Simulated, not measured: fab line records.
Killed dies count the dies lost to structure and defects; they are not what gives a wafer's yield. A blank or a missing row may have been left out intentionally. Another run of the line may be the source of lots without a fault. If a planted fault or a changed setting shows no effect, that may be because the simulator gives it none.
One fault seen from 2 desks || flow sky130 || each desk holds nothing but its own numbers, with what lay behind them at the end

== THE METROLOGY DESK ==
Means of the sampled wafers that have a number, per lot and without regard to the tool the lot ran on: this is what the gauges read. Any lot whose mean is over 4 standard deviations away from the usual mean is out of limits and marked OUT; that distance is given in the brackets.
Columns: A = NWELL_01_OVL at SKY_NWELL_OVL_MEAS_23, usual -1.6 nm; B = SPACER_CVD_00_THK at SKY_SPACER_THK_MEAS_01, usual 43.3 nm
{"lot": "L564", "first seen here": "day 5 10:07", "A": -0.6, "B": 43.6}
{"lot": "L565", "first seen here": "day 5 16:13", "A": -2.1, "B": 43.3}
{"lot": "L566", "first seen here": "day 5 23:05", "A": -1.3, "B": 43.6}
{"lot": "L567", "first seen here": "day 6 07:16", "A": -0.4, "B": 42.8}
{"lot": "L568", "first seen here": "day 6 16:40", "A": -0.6, "B": 43.4}
{"lot": "L570", "first seen here": "day 6 20:27", "A": -3.3, "B": 43.2}
{"lot": "L571", "first seen here": "day 7 05:10", "A": -1.9, "B": 43.3}
{"lot": "L573", "first seen here": "day 7 15:31", "A": -3.0, "B": 42.9}
{"lot": "L574", "first seen here": "day 7 19:20", "A": -2.3, "B": 43.6}
{"lot": "L575", "first seen here": "day 8 00:58", "A": -3.9, "B": 43.3}
{"lot": "L576", "first seen here": "day 8 09:28", "A": -0.9, "B": 43.8}
{"lot": "L582", "first seen here": "day 9 22:16", "A": -0.9, "B": 43.4}
{"lot": "L584", "first seen here": "day 10 07:29", "A": -0.7, "B": 43.1}
{"lot": "L585", "first seen here": "day 10 14:49", "A": -3.5, "B": 43.0}
This desk found nothing out of limits on any of the 14 lots.

== THE TOOL OWNER'S DESK: implanter-02 ==
The tool's own readings at SKY_LDD_HVP_IMPLANT_08: means of the sampled wafers that have a number, for each lot that ran on this tool. Any lot whose mean is over 4 standard deviations away from the usual mean is out of limits and marked OUT; that distance is given in the brackets.
Columns: A = dose_ions_cm2 at SKY_LDD_HVP_IMPLANT_08, usual 1.6994e+13
{"lot": "L564", "first seen here": "day 21 18:14", "A": 1.6985e+13}
{"lot": "L565", "first seen here": "day 22 02:30", "A": 1.7014e+13}
{"lot": "L566", "first seen here": "day 22 09:38", "A": 1.6987e+13}
{"lot": "L567", "first seen here": "day 23 00:35", "A": 1.6979e+13}
{"lot": "L571", "first seen here": "day 24 07:03", "A": 1.6993e+13}
{"lot": "L573", "first seen here": "day 25 02:14", "A": 1.7001e+13}
{"lot": "L575", "first seen here": "day 25 14:22", "A": 1.6989e+13}
{"lot": "L584", "first seen here": "day 28 12:39", "A": "1.7561e+13 (+32) OUT"}
{"lot": "L585", "first seen here": "day 28 22:54", "A": "1.7548e+13 (+31) OUT"}
This desk finds L584, L585 out of limits, L584 being first, at day 28 12:39 (dose_ions_cm2 at SKY_LDD_HVP_IMPLANT_08). L564, L565, L566, L567, L571, L573, L575 stayed within limits.

== PUT TOGETHER ==
At day 28 12:39, on L584, L585, the tool owner's desk was in a position to raise an alarm.
From the metrology desk's view, nothing was out of limits.
The metrology desk has L584, L585 on record, within its limits.
SKY_LDD_HVP_IMPLANT_08 was run on implanter-02 by each of the lots named.

== WHAT THE SIMULATOR PUT IN ==
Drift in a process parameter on implanter-02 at SKY_LDD_HVP_IMPLANT_08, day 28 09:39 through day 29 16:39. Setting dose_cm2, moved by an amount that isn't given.
Shown lots that were struck: L584, L585.
How many hours passed from the start of the fault until each desk's first out-of-limits reading: the tool owner's desk, 3.
